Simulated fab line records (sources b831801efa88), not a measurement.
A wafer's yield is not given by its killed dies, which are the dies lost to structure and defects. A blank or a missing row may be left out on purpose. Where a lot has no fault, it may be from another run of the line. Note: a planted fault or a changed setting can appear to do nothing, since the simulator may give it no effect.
fab line records ; flow sfq-line ; part 1 of 2: steps 1 to 28 of 37
record lots=5; wafers=15; last-day=72
route steps=325 shown I5@234 C5@240 M6@251 I6@266
lots that met no fault: from a run of the same line without faults
start-h: the number of hours between the record's first day and the start of the first shown wafer of the lot ; wait-h: hours elapsed since this lot's preceding step ; " as in the row above ; L1.1+2: a single row standing in for several wafers ; - no value, or no start was given ; * or withheld: withheld ; < > ~ a bound
route shown NAME@n: NAME is a module with steps in the file, n the number in the route of the first one ; usual: mean/standard deviation taken from wafers without a fault ; same: alike in all rows ; chamber/n: place in a boat ; sites: per-site readings ; _std_site: standard deviation of those values ; _edge_site: inner sites' mean taken away from outer sites' mean ; radius-mm: how far each site lies from the wafer's centre ; mask NAME#n: copy n ; behind: the tool/chamber that last shaped the wafer ; hold: why the lot was held/for how many hours/how that ended ; device: names the non-switching transistor (n, p or np) ; end of line: tests run on the same wafers once the route is complete ; a step with no rows: only its recipe ; killed: the dies lost at the first sort to structure and to defects; this is not the yield of the wafer ; map: per-die view of a wafer (x killed, . not killed, _ where there is no die)
set.NAME: setting as actually run; set.NAME@STEP: the setting as run at that earlier step ; model.NAME: the simulator's own value behind a step, which no gauge read
lots seen at some steps along the route; tables by step, rows by wafer
services: when a tool's chamber went out of use (start-h, in hours from the record's first day, below 0 if earlier), for how many hours, and the reason
## steps
# step SFQ_TRILAYER_I5_LITHO_DEVELOP_146
# recipe time-s=60; resist=KrF
lot.wafer;tool;chamber;start-h;wait-h
L074.1+2+6;litho-track-01;0;1152.91;0.1
L076.4+5+6;litho-track-01;0;1172.18;0.1
L079.1+3+6;litho-track-04;0;1185.31;0.1
L086.4+5+6;litho-track-01;0;1414.66;0.1
L087.1+3+5;litho-track-04;0;1415.78;0.1
# step SFQ_I5_OVL_MEAS_936
# usual I5_OVL=2/5.8
lot.wafer;tool;chamber;start-h;wait-h;I5_OVL[nm]
L074.1;overlay-01;-;1153.06;0.1;3
L074.2;overlay-01;-;1153.06;0.1;3
L074.6;overlay-01;-;1153.06;0.1;3
L076.4;overlay-01;-;1172.27;0.1;-3
L076.5;overlay-01;-;1172.27;0.1;5
L076.6;overlay-01;-;1172.27;0.1;3
L079.1;overlay-01;-;1185.46;0.1;5
L079.3;overlay-01;-;1185.46;0.1;0
L079.6;overlay-01;-;1185.46;0.1;3
L086.4;overlay-01;-;1414.75;0.1;-5
L086.5;overlay-01;-;1414.75;0.1;-1
L086.6;overlay-01;-;1414.75;0.1;0
L087.1;overlay-01;-;1415.93;0.1;14
L087.3;overlay-01;-;1415.93;0.1;7
L087.5;overlay-01;-;1415.93;0.1;8
# step SFQ_TRILAYER_I5_BARC_OPEN_VIA_ETCH_200
# recipe mask-material=PR; chemistry=O2; target-depth-nm=125; target=BARC; source-w=500; bias-w=80; pressure-mtorr=30; time-s=41.7
# usual chamber-pressure-mTorr=30.00/0.033; drypump-motor-current-A=5.4/0.39; oes-product-au=0.685/0.0041
lot.wafer;tool;chamber;start-h;wait-h;chamber-pressure-mTorr;drypump-motor-current-A;oes-product-au;rf-hours-counter-h
L074.1;rie-diel-01;2;1153.09;0.0;30.00;5.6;0.687;20
L074.2;rie-diel-01;0;1153.09;0.0;30.03;5.2;0.685;6
L074.6;rie-diel-01;2;1153.09;0.0;30.01;5.7;0.686;-
L076.4;rie-diel-04;2;1172.29;0.0;29.97;5.3;0.682;6
L076.5;rie-diel-04;0;1172.29;0.0;30.02;5.0;0.684;-
L076.6;rie-diel-04;3;1172.29;0.0;29.99;4.9;0.679;-
L079.1;rie-diel-04;2;1185.49;0.0;29.96;5.3;0.687;6
L079.3;rie-diel-04;1;1185.49;0.0;30.00;5.7;0.687;12
L079.6;rie-diel-04;1;1185.49;0.0;29.99;5.7;0.684;-
L086.4;rie-diel-01;2;1414.77;0.0;29.98;5.6;0.682;24
L086.5;rie-diel-01;0;1414.77;0.0;30.05;5.2;0.691;-
L086.6;rie-diel-01;1;1414.77;0.0;29.96;5.1;0.677;-
L087.1;rie-diel-04;1;1415.97;0.0;30.00;5.8;0.688;14
L087.3;rie-diel-04;0;1415.97;0.0;29.99;5.0;0.692;22
L087.5;rie-diel-04;0;1415.97;0.0;30.01;4.9;0.693;-
# step SFQ_TRILAYER_I5_ETCH_VIA_ETCH_147
# recipe stop-on=Nb; mask-material=PR; chemistry=CHF3; target-depth-nm=360; source-w=500; bias-w=80; pressure-mtorr=30; time-s=withheld
# usual chamber-pressure-mTorr=30.001/0.024; drypump-motor-current-A=5.4/0.39; oes-product-au=0.990/0.0056
lot.wafer;tool;chamber;start-h;wait-h;chamber-pressure-mTorr;drypump-motor-current-A;oes-product-au
L074.1;rie-diel-01;2;1153.13;0.0;30.016;5.6;1.003
L074.2;rie-diel-01;0;1153.13;0.0;29.959;5.2;0.980
L074.6;rie-diel-01;2;1153.13;0.0;30.032;5.6;1.002
L076.4;rie-diel-04;2;1172.33;0.0;29.945;5.3;0.993
L076.5;rie-diel-04;0;1172.33;0.0;30.019;4.9;0.989
L076.6;rie-diel-04;3;1172.33;0.0;30.004;4.9;0.992
L079.1;rie-diel-04;2;1185.53;0.0;30.010;5.3;0.988
L079.3;rie-diel-04;1;1185.53;0.0;30.008;5.8;0.991
L079.6;rie-diel-04;1;1185.53;0.0;30.023;5.8;0.985
L086.4;rie-diel-01;2;1414.81;0.0;30.018;5.6;0.983
L086.5;rie-diel-01;0;1414.81;0.0;29.992;5.2;0.991
L086.6;rie-diel-01;1;1414.81;0.0;30.021;5.1;0.997
L087.1;rie-diel-04;1;1416.01;0.0;30.011;5.8;0.981
L087.3;rie-diel-04;0;1416.01;0.0;30.007;4.9;0.992
L087.5;rie-diel-04;0;1416.01;0.0;30.018;4.9;0.987
# step SFQ_TRILAYER_I5_STRIP_STRIP_148
# recipe gas=O2; power-w=200; platen-temp-c=40; overash-fraction=0.65; chemistry=O2; pressure-mtorr=50
# usual chamber-pressure-mTorr=49.99/0.047; drypump-motor-current-A=5.9/0.34; oes-product-au=0.997/0.0085
lot.wafer;tool;chamber;start-h;wait-h;chamber-pressure-mTorr;drypump-motor-current-A;oes-product-au;rf-hours-counter-h
L074.1;rie-metal-01;0;1153.28;-;49.94;5.8;0.985;52
L074.2;rie-metal-01;1;1153.28;-;50.00;5.8;1.009;9
L074.6;rie-metal-01;1;1153.28;-;49.92;5.8;0.987;-
L076.4;rie-metal-04;1;1172.68;-;50.00;5.4;1.009;-
L076.5;rie-metal-04;1;1172.68;-;49.98;5.4;1.000;-
L076.6;rie-metal-04;0;1172.68;-;49.98;6.4;1.005;-
L079.1;rie-metal-04;0;1185.68;-;49.99;6.4;1.008;152
L079.3;rie-metal-04;1;1185.68;-;49.96;5.4;1.002;-
L079.6;rie-metal-04;0;1185.68;-;50.00;6.4;1.001;-
L086.4;rie-metal-02;1;1415.16;-;50.02;6.3;0.991;-
L086.5;rie-metal-02;1;1415.16;-;50.09;6.2;0.985;-
L086.6;rie-metal-02;0;1415.16;-;49.88;5.6;0.990;-
L087.1;rie-metal-01;1;1416.16;-;50.02;5.8;1.001;41
L087.3;rie-metal-01;1;1416.16;-;50.03;5.8;0.995;-
L087.5;rie-metal-01;0;1416.16;-;49.98;5.7;1.002;-
# step SFQ_TRILAYER_I5_STRIP_SOLV_CLEAN_149
# recipe chemistry=NMP; temp-c=70; time-s=600
lot.wafer;tool;chamber;start-h;wait-h
L074.1+2+6;wet-bench-02;1,3,6;1153.88;0.4
L076.4+5+6;wet-bench-02;5,0,7;1173.08;0.2
L079.1+3+6;wet-bench-04;5,7,4;1186.28;0.4
L086.4+5+6;wet-bench-02;0,2,6;1415.56;0.2
L087.1+3+5;wet-bench-04;6,2,1;1416.76;0.4
# step SFQ_TRILAYER_C5_LITHO_COAT_156
# recipe resist=BARC; spin-rpm=3000; resist-thk-nm=62
lot.wafer;tool;chamber;start-h;wait-h
L074.1+2+6;litho-track-04;0;1154.06;0.0
L076.4+5+6;litho-track-02;0;1173.41;0.1
L079.1+3+6;litho-track-02;0;1186.46;0.0
L086.4+5+6;litho-track-03;0;1415.88;0.1
L087.1+3+5;litho-track-03;0;1416.93;0.0
# step SFQ_TRILAYER_C5_LITHO_COAT_151
# recipe resist=KrF; spin-rpm=3000; resist-thk-nm=650
lot.wafer;tool;chamber;start-h;wait-h
L074.1+2+6;litho-track-04;0;1154.36;0.2
L076.4+5+6;litho-track-02;0;1173.71;0.2
L079.1+3+6;litho-track-02;0;1186.76;0.2
L086.4+5+6;litho-track-03;0;1416.18;0.2
L087.1+3+5;litho-track-03;0;1417.23;0.2
# step SFQ_TRILAYER_C5_LITHO_SOFTBAKE_155
# recipe temp-c=withheld; time-s=withheld; resist=KrF
lot.wafer;tool;chamber;start-h;wait-h
L074.1+2+6;litho-track-04;0;1154.66;0.2
L076.4+5+6;litho-track-02;0;1173.93;0.2
L079.1+3+6;litho-track-02;0;1187.06;0.2
L086.4+5+6;litho-track-03;0;1416.41;0.2
L087.1+3+5;litho-track-03;0;1417.53;0.2
# step SFQ_TRILAYER_C5_LITHO_EXPOSE_152
# recipe mask-id=C5; na=0.6; source-shape=conventional; sigma-outer=0.65; target-cd-nm=500; dose-mj=21.3
lot.wafer;tool;chamber;start-h;wait-h;mask
L074.1+2+6;krf-scanner-01;0;1248.51;-;C5#0
L076.4+5+6;krf-scanner-02;0;1270.76;-;C5#0
L079.1+3+6;krf-scanner-01;0;1307.51;-;C5#0
L086.4+5+6;krf-scanner-02;0;1419.83;-;C5#0
L087.1+3+5;krf-scanner-02;0;1420.43;-;C5#0
# step SFQ_TRILAYER_C5_LITHO_PEB_154
# recipe peb-temp-c=115; peb-time-s=60; resist=KrF
# usual heater-power-total-W=79.15/0.064
lot.wafer;tool;chamber;start-h;wait-h;heater-power-total-W
L074.1;litho-track-04;0;1249.71;1.0;79.27
L074.2;litho-track-04;0;1249.71;1.0;79.16
L074.6;litho-track-04;0;1249.71;1.0;79.13
L076.4;litho-track-04;0;1271.44;0.5;79.30
L076.5;litho-track-04;0;1271.44;0.5;79.15
L076.6;litho-track-04;0;1271.44;0.5;79.16
L079.1;litho-track-03;0;1308.71;1.0;79.22
L079.3;litho-track-03;0;1308.71;1.0;79.16
L079.6;litho-track-03;0;1308.71;1.0;79.22
L086.4;litho-track-04;0;1420.51;0.5;79.21
L086.5;litho-track-04;0;1420.51;0.5;79.13
L086.6;litho-track-04;0;1420.51;0.5;79.13
L087.1;litho-track-03;0;1421.63;1.0;79.22
L087.3;litho-track-03;0;1421.63;1.0;79.06
L087.5;litho-track-03;0;1421.63;1.0;79.12
# step SFQ_TRILAYER_C5_LITHO_DEVELOP_153
# recipe time-s=60; resist=KrF
lot.wafer;tool;chamber;start-h;wait-h
L074.1+2+6;litho-track-04;0;1249.86;0.1
L076.4+5+6;litho-track-04;0;1271.59;0.1
L079.1+3+6;litho-track-03;0;1308.86;0.1
L086.4+5+6;litho-track-04;0;1420.66;0.1
L087.1+3+5;litho-track-03;0;1421.78;0.1
# step SFQ_C5_OVL_MEAS_937
# usual C5_OVL=-4/4.7
lot.wafer;tool;chamber;start-h;wait-h;C5_OVL[nm]
L074.1;overlay-01;-;1250.01;0.1;-3
L074.2;overlay-01;-;1250.01;0.1;-7
L074.6;overlay-01;-;1250.01;0.1;-8
L076.4;overlay-01;-;1271.68;0.1;-3
L076.5;overlay-01;-;1271.68;0.1;-3
L076.6;overlay-01;-;1271.68;0.1;-2
L079.1;overlay-01;-;1309.01;0.1;-7
L079.3;overlay-01;-;1309.01;0.1;-3
L079.6;overlay-01;-;1309.01;0.1;-8
L086.4;overlay-01;-;1420.75;0.1;-6
L086.5;overlay-01;-;1420.75;0.1;-8
L086.6;overlay-01;-;1420.75;0.1;-6
L087.1;overlay-01;-;1421.93;0.1;-1
L087.3;overlay-01;-;1421.93;0.1;-6
L087.5;overlay-01;-;1421.93;0.1;-7
# step SFQ_TRILAYER_C5_BARC_OPEN_VIA_ETCH_210
# recipe mask-material=PR; chemistry=O2; target-depth-nm=125; target=BARC; source-w=500; bias-w=80; pressure-mtorr=30; time-s=41.7
# usual chamber-pressure-mTorr=29.997/0.026; drypump-motor-current-A=5.6/0.41; oes-product-au=0.685/0.0043
lot.wafer;tool;chamber;start-h;wait-h;chamber-pressure-mTorr;drypump-motor-current-A;oes-product-au;rf-hours-counter-h
L074.1;rie-diel-02;1;1250.05;0.0;30.002;5.2;0.687;21
L074.2;rie-diel-02;3;1250.05;0.0;30.005;6.0;0.694;19
L074.6;rie-diel-02;0;1250.05;0.0;30.018;5.7;0.691;-
L076.4;rie-diel-02;2;1271.70;0.0;29.981;6.0;0.685;15
L076.5;rie-diel-02;1;1271.70;0.0;30.025;5.2;0.679;-
L076.6;rie-diel-02;0;1271.70;0.0;30.038;5.8;0.681;-
L079.1;rie-diel-03;2;1309.05;0.0;29.993;5.5;0.685;18
L079.3;rie-diel-03;3;1309.05;0.0;30.003;6.1;0.679;11
L079.6;rie-diel-03;3;1309.05;0.0;29.927;6.2;0.690;-
L086.4;rie-diel-03;2;1420.77;0.0;29.972;5.5;0.693;19
L086.5;rie-diel-03;0;1420.77;0.0;29.956;6.0;0.688;-
L086.6;rie-diel-03;1;1420.77;0.0;29.950;5.4;0.691;-
L087.1;rie-diel-04;3;1421.97;0.0;29.987;4.9;0.684;14
L087.3;rie-diel-04;2;1421.97;0.0;30.000;5.3;0.689;8
L087.5;rie-diel-04;1;1421.97;0.0;30.008;5.8;0.688;-
# step SFQ_TRILAYER_C5_ETCH_VIA_ETCH_154
# recipe target=SiO2; mask-material=PR; chemistry=CHF3; target-depth-nm=84; source-w=500; bias-w=80; pressure-mtorr=30; time-s=withheld; stop-on=Nb
# usual chamber-pressure-mTorr=30.000/0.027; drypump-motor-current-A=5.6/0.41; oes-product-au=0.896/0.0082
lot.wafer;tool;chamber;start-h;wait-h;chamber-pressure-mTorr;drypump-motor-current-A;oes-product-au
L074.1;rie-diel-02;1;1250.09;0.0;29.993;5.1;0.903
L074.2;rie-diel-02;3;1250.09;0.0;30.058;6.0;0.893
L074.6;rie-diel-02;0;1250.09;0.0;29.986;5.7;0.901
L076.4;rie-diel-02;2;1271.74;0.0;29.996;6.0;0.903
L076.5;rie-diel-02;1;1271.74;0.0;29.999;5.2;0.910
L076.6;rie-diel-02;0;1271.74;0.0;30.006;5.8;0.909
L079.1;rie-diel-03;2;1309.09;0.0;29.994;5.5;0.886
L079.3;rie-diel-03;3;1309.09;0.0;29.980;6.2;0.890
L079.6;rie-diel-03;3;1309.09;0.0;29.992;6.2;0.899
L086.4;rie-diel-03;2;1420.81;0.0;29.950;5.5;0.907
L086.5;rie-diel-03;0;1420.81;0.0;29.949;6.0;0.903
L086.6;rie-diel-03;1;1420.81;0.0;30.002;5.4;0.911
L087.1;rie-diel-04;3;1422.01;0.0;29.995;4.9;0.896
L087.3;rie-diel-04;2;1422.01;0.0;30.004;5.3;0.895
L087.5;rie-diel-04;1;1422.01;0.0;30.009;5.8;0.904
# step SFQ_TRILAYER_C5_STRIP_STRIP_155
# recipe gas=O2; power-w=200; platen-temp-c=40; overash-fraction=0.65; chemistry=O2; pressure-mtorr=50
# usual chamber-pressure-mTorr=50.00/0.05; drypump-motor-current-A=6.0/0.32; oes-product-au=0.998/0.0084
lot.wafer;tool;chamber;start-h;wait-h;chamber-pressure-mTorr;drypump-motor-current-A;oes-product-au;rf-hours-counter-h
L074.1;rie-metal-04;0;1250.13;-;50.02;6.4;1.008;159
L074.2;rie-metal-04;1;1250.13;-;50.03;5.4;1.001;116
L074.6;rie-metal-04;0;1250.13;-;49.90;6.4;1.002;-
L076.4;rie-metal-03;1;1271.99;-;49.98;5.9;0.988;-
L076.5;rie-metal-03;1;1271.99;-;49.95;6.0;1.006;-
L076.6;rie-metal-03;0;1271.99;-;50.06;5.9;0.998;-
L079.1;rie-metal-03;1;1309.14;-;50.12;6.0;1.015;129
L079.3;rie-metal-03;0;1309.14;-;50.05;5.8;0.989;-
L079.6;rie-metal-03;0;1309.14;-;50.10;5.8;1.000;-
L086.4;rie-metal-02;0;1421.05;-;49.98;5.6;1.001;-
L086.5;rie-metal-02;0;1421.05;-;49.95;5.6;0.992;-
L086.6;rie-metal-02;1;1421.05;-;49.93;6.2;0.988;-
L087.1;rie-metal-03;1;1422.05;-;50.03;6.0;0.997;141
L087.3;rie-metal-03;1;1422.05;-;49.98;6.0;1.001;-
L087.5;rie-metal-03;1;1422.05;-;50.04;6.0;0.994;-
# step SFQ_TRILAYER_C5_STRIP_SOLV_CLEAN_156
# recipe chemistry=NMP; temp-c=70; time-s=600
lot.wafer;tool;chamber;start-h;wait-h
L074.1+2+6;wet-bench-03;2,3,1;1250.73;0.4
L076.4+5+6;wet-bench-02;6,7,4;1272.39;0.2
L079.1+3+6;wet-bench-04;4,0,7;1309.74;0.4
L086.4+5+6;wet-bench-04;0,6,5;1421.45;0.2
L087.1+3+5;wet-bench-03;7,0,2;1422.65;0.4
# step SFQ_TRILAYER_M6_DEP_PRE_CLEAN_158
# recipe gas=Ar; time-s=22.5; bias-v=250
lot.wafer;tool;chamber;start-h;wait-h
L074.1+2+6;pvd-sputter-05;-;1250.91;0.0
L076.4+5+6;pvd-sputter-05;-;1272.75;0.0
L079.1+3+6;pvd-sputter-06;-;1309.91;0.0
L086.4+5+6;pvd-sputter-06;-;1421.63;0.0
L087.1+3+5;pvd-sputter-05;-;1422.85;0.0
# step SFQ_TRILAYER_M6_DEP_SPUTTER_157
# recipe material=Nb; base-pressure-pa=1.33e-06; chamber-pressure-pa=0.1333; substrate-temp-c=20; target-thk-nm=200; power-w=2000; time-s=133.3
# usual cathode-dc-power-W=2000.0/0.37; throttle-valve-pct=30.4/1
lot.wafer;tool;chamber;start-h;wait-h;cathode-dc-power-W;throttle-valve-pct
L074.1;pvd-sputter-05;-;1250.94;0.0;2000.0;30.9
L074.2;pvd-sputter-05;-;1250.94;0.0;1999.9;29.8
L074.6;pvd-sputter-05;-;1250.94;0.0;1999.7;31.2
L076.4;pvd-sputter-05;-;1272.81;0.0;1999.9;29.8
L076.5;pvd-sputter-05;-;1272.81;0.0;2000.4;30.9
L076.6;pvd-sputter-05;-;1272.81;0.0;1999.5;30.9
L079.1;pvd-sputter-06;-;1309.94;0.0;1999.9;31.0
L079.3;pvd-sputter-06;-;1309.94;0.0;2000.4;30.8
L079.6;pvd-sputter-06;-;1309.94;0.0;1999.4;31.2
L086.4;pvd-sputter-06;-;1421.66;0.0;2000.3;32.6
L086.5;pvd-sputter-06;-;1421.66;0.0;2000.1;32.4
L086.6;pvd-sputter-06;-;1421.66;0.0;1999.6;31.2
L087.1;pvd-sputter-05;-;1422.87;0.0;2000.3;31.3
L087.3;pvd-sputter-05;-;1422.87;0.0;1999.8;30.8
L087.5;pvd-sputter-05;-;1422.87;0.0;1999.9;29.9
# step SFQ_M6_RS_MEAS_938
# recipe thk-meas-gauge=four-point-probe; reads=Nb_of_TRILAYER_M6_DEP_SPUTTER_157
# usual M6_NB_RS=0.893/0.0097
lot.wafer;tool;chamber;start-h;wait-h;M6_NB_RS[ohm/sq]
L074.1;film-metro-03;-;1251.03;0.0;0.896
L074.2;film-metro-03;-;1251.03;0.0;0.877
L074.6;film-metro-03;-;1251.03;0.0;0.892
L076.4;film-metro-02;-;1272.92;0.1;0.891
L076.5;film-metro-02;-;1272.92;0.1;0.901
L076.6;film-metro-02;-;1272.92;0.1;0.904
L079.1;film-metro-03;-;1310.03;0.0;0.900
L079.3;film-metro-03;-;1310.03;0.0;0.881
L079.6;film-metro-03;-;1310.03;0.0;0.889
L086.4;film-metro-04;-;1421.81;0.1;0.900
L086.5;film-metro-04;-;1421.81;0.1;0.897
L086.6;film-metro-04;-;1421.81;0.1;0.899
L087.1;film-metro-03;-;1422.97;0.0;0.906
L087.3;film-metro-03;-;1422.97;0.0;0.896
L087.5;film-metro-03;-;1422.97;0.0;0.895
# step SFQ_TRILAYER_M6_LITHO_COAT_164
# recipe resist=BARC; spin-rpm=3000; resist-thk-nm=62
lot.wafer;tool;chamber;start-h;wait-h
L074.1+2+6;litho-track-01;0;1251.21;0.1
L076.4+5+6;litho-track-03;0;1273.19;0.2
L079.1+3+6;litho-track-03;0;1310.21;0.1
L086.4+5+6;litho-track-01;0;1422.08;0.2
L087.1+3+5;litho-track-01;0;1423.15;0.1
# step SFQ_TRILAYER_M6_LITHO_COAT_159
# recipe resist=KrF; spin-rpm=3000; resist-thk-nm=600
lot.wafer;tool;chamber;start-h;wait-h
L074.1+2+6;litho-track-01;0;1251.51;0.2
L076.4+5+6;litho-track-03;0;1273.49;0.2
L079.1+3+6;litho-track-03;0;1310.51;0.2
L086.4+5+6;litho-track-01;0;1422.38;0.2
L087.1+3+5;litho-track-01;0;1423.45;0.2
# step SFQ_TRILAYER_M6_LITHO_SOFTBAKE_163
# recipe temp-c=withheld; time-s=withheld; resist=KrF
lot.wafer;tool;chamber;start-h;wait-h
L074.1+2+6;litho-track-01;0;1251.81;0.2
L076.4+5+6;litho-track-03;0;1273.71;0.2
L079.1+3+6;litho-track-03;0;1310.81;0.2
L086.4+5+6;litho-track-01;0;1422.60;0.2
L087.1+3+5;litho-track-01;0;1423.75;0.2
# step SFQ_TRILAYER_M6_LITHO_EXPOSE_160
# recipe mask-id=M6; na=0.6; source-shape=conventional; sigma-outer=0.65; target-cd-nm=500; dose-mj=14.4
lot.wafer;tool;chamber;start-h;wait-h;mask
L074.1+2+6;krf-scanner-02;0;1253.14;-;M6#0
L076.4+5+6;krf-scanner-01;0;1274.51;-;M6#0
L079.1+3+6;krf-scanner-02;0;1311.43;-;M6#0
L086.4+5+6;krf-scanner-02;0;1430.31;-;M6#0
L087.1+3+5;krf-scanner-02;0;1430.91;-;M6#0
# step SFQ_TRILAYER_M6_LITHO_PEB_162
# recipe peb-temp-c=115; peb-time-s=60; resist=KrF
# usual heater-power-total-W=79.15/0.069
lot.wafer;tool;chamber;start-h;wait-h;heater-power-total-W
L074.1;litho-track-04;0;1254.34;1.0;79.17
L074.2;litho-track-04;0;1254.34;1.0;79.11
L074.6;litho-track-04;0;1254.34;1.0;79.12
L076.4;litho-track-04;0;1275.19;0.5;79.21
L076.5;litho-track-04;0;1275.19;0.5;79.17
L076.6;litho-track-04;0;1275.19;0.5;79.01
L079.1;litho-track-03;0;1312.63;1.0;79.08
L079.3;litho-track-03;0;1312.63;1.0;79.20
L079.6;litho-track-03;0;1312.63;1.0;79.21
L086.4;litho-track-04;0;1430.98;0.5;79.08
L086.5;litho-track-04;0;1430.98;0.5;79.18
L086.6;litho-track-04;0;1430.98;0.5;79.16
L087.1;litho-track-03;0;1432.11;1.0;79.11
L087.3;litho-track-03;0;1432.11;1.0;79.19
L087.5;litho-track-03;0;1432.11;1.0;79.19
# step SFQ_TRILAYER_M6_LITHO_DEVELOP_161
# recipe time-s=60; resist=KrF
lot.wafer;tool;chamber;start-h;wait-h
L074.1+2+6;litho-track-04;0;1254.49;0.1
L076.4+5+6;litho-track-04;0;1275.34;0.1
L079.1+3+6;litho-track-03;0;1312.78;0.1
L086.4+5+6;litho-track-04;0;1431.13;0.1
L087.1+3+5;litho-track-03;0;1432.26;0.1
# step SFQ_M6_OVL_MEAS_940
# usual M6_OVL=-5/5.7
lot.wafer;tool;chamber;start-h;wait-h;M6_OVL[nm]
L074.1;overlay-02;-;1254.64;0.1;-8
L074.2;overlay-02;-;1254.64;0.1;-5
L074.6;overlay-02;-;1254.64;0.1;-8
L076.4;overlay-01;-;1275.43;0.1;-6
L076.5;overlay-01;-;1275.43;0.1;5
L076.6;overlay-01;-;1275.43;0.1;-3
L079.1;overlay-01;-;1312.93;0.1;-1
L079.3;overlay-01;-;1312.93;0.1;6
L079.6;overlay-01;-;1312.93;0.1;-7
L086.4;overlay-01;-;1431.22;0.1;-7
L086.5;overlay-01;-;1431.22;0.1;-6
L086.6;overlay-01;-;1431.22;0.1;-4
L087.1;overlay-01;-;1432.41;0.1;-6
L087.3;overlay-01;-;1432.41;0.1;1
L087.5;overlay-01;-;1432.41;0.1;2
# step SFQ_TRILAYER_M6_BARC_OPEN_METAL_ETCH_206
# recipe mask-material=PR; chemistry=O2; target-depth-nm=125; target=BARC; icp-w=600; bias-w=80; pressure-mtorr=10; time-s=41.7
# usual chamber-pressure-mTorr=9.999/0.0087; drypump-motor-current-A=5.85/0.19; oes-product-au=0.685/0.0048
lot.wafer;tool;chamber;start-h;wait-h;chamber-pressure-mTorr;drypump-motor-current-A;oes-product-au;rf-hours-counter-h
L074.1;rie-metal-02;1;1254.68;0.0;9.993;6.26;0.686;163
L074.2;rie-metal-02;0;1254.68;0.0;9.991;5.62;0.691;19
L074.6;rie-metal-02;1;1254.68;0.0;9.996;6.25;0.690;-
L076.4;rie-metal-03;1;1275.47;0.0;9.989;5.96;0.685;-
L076.5;rie-metal-03;1;1275.47;0.0;10.005;5.97;0.686;-
L076.6;rie-metal-03;0;1275.47;0.0;10.008;5.82;0.686;-
L079.1;rie-metal-02;1;1312.97;0.0;10.004;6.24;0.690;2
L079.3;rie-metal-02;0;1312.97;0.0;9.989;5.60;0.689;-
L079.6;rie-metal-02;1;1312.97;0.0;9.993;6.22;0.686;-
L086.4;rie-metal-02;0;1431.26;0.0;9.988;5.62;0.684;-
L086.5;rie-metal-02;0;1431.26;0.0;9.998;5.62;0.688;-
L086.6;rie-metal-02;1;1431.26;0.0;10.010;6.21;0.688;-
L087.1;rie-metal-01;0;1432.44;0.0;9.997;5.76;0.679;86
L087.3;rie-metal-01;1;1432.44;0.0;9.987;5.88;0.683;-
L087.5;rie-metal-01;0;1432.44;0.0;10.000;5.76;0.685;-
